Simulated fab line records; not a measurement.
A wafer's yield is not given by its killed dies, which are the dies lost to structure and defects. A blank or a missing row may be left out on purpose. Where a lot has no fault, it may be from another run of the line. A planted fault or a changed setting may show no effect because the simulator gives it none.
What tool caused it?    flow gf180mcu    Sampling: 12 lots, 36 wafers, 5 of 602 route steps

WHAT THE GAUGES SHOWED, per wafer
GF_STI_THK_MEAS_02.
lot   measured     on             STI_OXIDATION_THK (nm)
L312  day 1 11:31  film-metro-03  10.01 10.03 10.04
L313  day 1 16:31  film-metro-04  10.22 10.19 10.02
L314  day 1 22:43  film-metro-02  10.08 10.33 9.93
L316  day 2 07:46  film-metro-03  9.87 9.94 9.90
L323  day 3 19:13  film-metro-04  10.08 10.14 10.04
L326  day 4 11:35  film-metro-03  10.02 10.13 10.15
L328  day 4 19:59  film-metro-04  10.16 9.91 10.14
L330  day 5 09:29  film-metro-02  10.32 10.24 10.31
L331  day 5 13:34  film-metro-02  10.21 10.10 10.15
L332  day 5 20:11  film-metro-04  10.06 10.01 10.05
L334  day 6 02:56  film-metro-03  10.11 10.14 9.99
L335  day 6 10:08  film-metro-04  10.09 10.12 10.05

GF_VT_IMPLANT_RS_MEAS_46: a four-point-probe measurement.
lot   measured      on             MVSD_RS (ohm/sq)
L312  day 7 07:19   film-metro-01  454.2 454.9 455.2
L313  day 7 11:53   film-metro-03  455.0 455.7 457.4
L314  day 7 21:19   film-metro-01  456.9 457.2 456.5
L316  day 8 08:06   film-metro-04  456.5 457.4 456.4
L323  day 11 02:38  film-metro-03  462.3 462.3 462.9
L326  day 11 18:06  film-metro-04  462.6 462.8 462.7
L328  day 12 06:52  film-metro-04  455.6 456.2 456.8
L330  day 13 00:46  film-metro-01  455.6 457.1 456.1
L331  day 13 06:41  film-metro-04  458.3 457.6 456.7
L332  day 13 08:05  film-metro-03  456.5 456.4 457.5
L334  day 13 15:53  film-metro-04  452.2 453.8 452.5
L335  day 14 08:58  film-metro-01  458.1 455.9 457.2

EACH LOT AND THE TOOL THAT RAN IT (in order: tool; ch and the chambers of the sampled wafers; start)
lot   GF_STI_ETCH_14                   GF_STI_STRIP_15                      GF_MVSD_IMPLANT_08
L312  rie-si-02 ch 1,2, day 2 00:49    plasma-asher-03 ch 1, day 2 00:53    implanter-02 ch 0, day 4 09:00
L313  rie-si-02 ch 1,3, day 2 07:16    plasma-asher-03 ch 0,1, day 2 07:21  implanter-02 ch 0, day 4 14:26
L314  rie-si-02 ch 0,1, day 2 12:46    plasma-asher-01 ch 0,1, day 2 12:50  implanter-03 ch 0, day 4 23:12
L316  rie-si-01 ch 0,3, day 2 21:55    plasma-asher-04 ch 0,1, day 2 22:01  implanter-04 ch 0, day 5 06:21
L323  rie-si-01 ch 1,2,3, day 4 10:20  plasma-asher-01 ch 0,1, day 4 10:26  implanter-04 ch 0, day 7 11:50
L326  rie-si-02 ch 0,1,3, day 5 02:52  plasma-asher-01 ch 0,1, day 5 02:56  implanter-04 ch 0, day 8 01:41
L328  rie-si-01 ch 1,2,3, day 5 11:40  plasma-asher-04 ch 0,1, day 5 11:44  implanter-03 ch 0, day 8 11:48
L330  rie-si-02 ch 1,2,3, day 6 01:04  plasma-asher-04 ch 0,1, day 6 01:08  implanter-03 ch 0, day 9 03:38
L331  rie-si-01 ch 0,2,3, day 6 04:52  plasma-asher-03 ch 0,1, day 6 04:56  implanter-03 ch 0, day 9 09:56
L332  rie-si-02 ch 1,2,3, day 6 11:43  plasma-asher-04 ch 0,1, day 6 11:48  implanter-03 ch 0, day 9 10:32
L334  rie-si-02 ch 1,2,3, day 6 19:25  plasma-asher-03 ch 0,1, day 6 19:30  implanter-03 ch 0, day 9 18:17
L335  rie-si-01 ch 0,2,3, day 7 03:34  plasma-asher-03 ch 0,1, day 7 03:39  implanter-03 ch 0, day 10 07:48
- GF_STI_ETCH_14: etches Si in HBr/Cl2/O2, target depth 360 nm, time 102.9 s.
- GF_STI_STRIP_15: strips in O2/N2.
- GF_MVSD_IMPLANT_08

WHAT THE TOOLS THEMSELVES READ (means of the sampled wafers that have a number; where no wafer has one, the mark that the record gives instead)
GF_STI_ETCH_14.
lot   tool       drypump-motor-current-A (A)  oes-product-au (a.u.)  throttle-valve-pct (%)
L312  rie-si-02  6.1                          0.999                  25.659
L313  rie-si-02  6.1                          0.994                  25.656
L314  rie-si-02  5.9                          1.012                  25.647
L316  rie-si-01  5.7                          1.003                  25.665
L323  rie-si-01  5.9                          1.001                  25.654
L326  rie-si-02  5.9                          1.007                  25.648
L328  rie-si-01  5.9                          1.009                  25.649
L330  rie-si-02  6.0                          1.004                  25.657
L331  rie-si-01  5.5                          0.991                  25.669
L332  rie-si-02  6.0                          1.009                  25.648
L334  rie-si-02  6.0                          1.008                  25.652
L335  rie-si-01  5.5                          0.998                  25.654

GF_STI_STRIP_15.
lot   tool             drypump-motor-current-A (A)  heater-power-w (W)  oes-product-au (a.u.)  strip-time-to-endpoint-s (s)
L312  plasma-asher-03  5.98                         355                 0.390                  3.78
L313  plasma-asher-03  5.96                         343                 0.384                  3.76
L314  plasma-asher-01  5.53                         367                 0.379                  3.69
L316  plasma-asher-04  5.34                         352                 0.383                  3.73
L323  plasma-asher-01  5.53                         368                 0.385                  3.76
L326  plasma-asher-01  5.41                         350                 0.384                  3.71
L328  plasma-asher-04  5.37                         354                 0.382                  3.71
L330  plasma-asher-04  5.36                         355                 0.388                  3.76
L331  plasma-asher-03  5.96                         338                 0.386                  3.72
L332  plasma-asher-04  5.35                         353                 0.386                  3.77
L334  plasma-asher-03  5.94                         327                 0.381                  3.68
L335  plasma-asher-03  5.93                         324                 0.385                  3.75

GF_MVSD_IMPLANT_08.
lot   tool          beam-energy-keV  tilt-deg (degrees)
L312  implanter-02  400.13           0.008
L313  implanter-02  400.07           0.014
L314  implanter-03  400.04           0.024
L316  implanter-04  399.96           0.023
L323  implanter-04  376.46           -0.011
L326  implanter-04  376.41           0.012
L328  implanter-03  400.01           -0.007
L330  implanter-03  400.03           -0.010
L331  implanter-03  399.93           0.032
L332  implanter-03  399.86           -0.016
L334  implanter-03  399.98           -0.010
L335  implanter-03  400.04           0.017

THE ANSWER, worked out from the rows above alone
Rule: the lots themselves supply what counts as usual. The widest of any qualifying gaps counts: lots, ordered by their means at a reading, are off when they make up no more than a third of the lots, leave a main group of 4 or more, and stand apart from it by 3 or more times the standard deviation of that group's means. A main group is skipped when, at the precision printed for the reading in the tables above, its means are all equal. Also off: a lot with no number at a reading for which 4 or more lots have one. The other lots that the step has rows for count as sound. First the gauges in route order, then the tools' own readings, where a lot's mean is used as printed above. The first step at which some lot is off is used, and at that step the reading that is off furthest; a lot without a number counts as furthest.
Off: L323, L326, seen at GF_VT_IMPLANT_RS_MEAS_46 (MVSD_RS). Main group: mean 456.1 ohm/sq, sd 1.3.
A tool fits if, at a process step before that reading, it ran every lot that is off, and no sound lot after the first of them. The gauges at GF_VT_IMPLANT_RS_MEAS_46 aren't tried: what is off there is off at GF_MVSD_IMPLANT_08 too, on other tools, and a gauge's error can't cause that. 2 tools fit, plasma-asher-01 at GF_STI_STRIP_15 and implanter-04 at GF_MVSD_IMPLANT_08, so this cannot tell which one it is.

WHAT HAD BEEN PUT IN BY THE SIMULATOR
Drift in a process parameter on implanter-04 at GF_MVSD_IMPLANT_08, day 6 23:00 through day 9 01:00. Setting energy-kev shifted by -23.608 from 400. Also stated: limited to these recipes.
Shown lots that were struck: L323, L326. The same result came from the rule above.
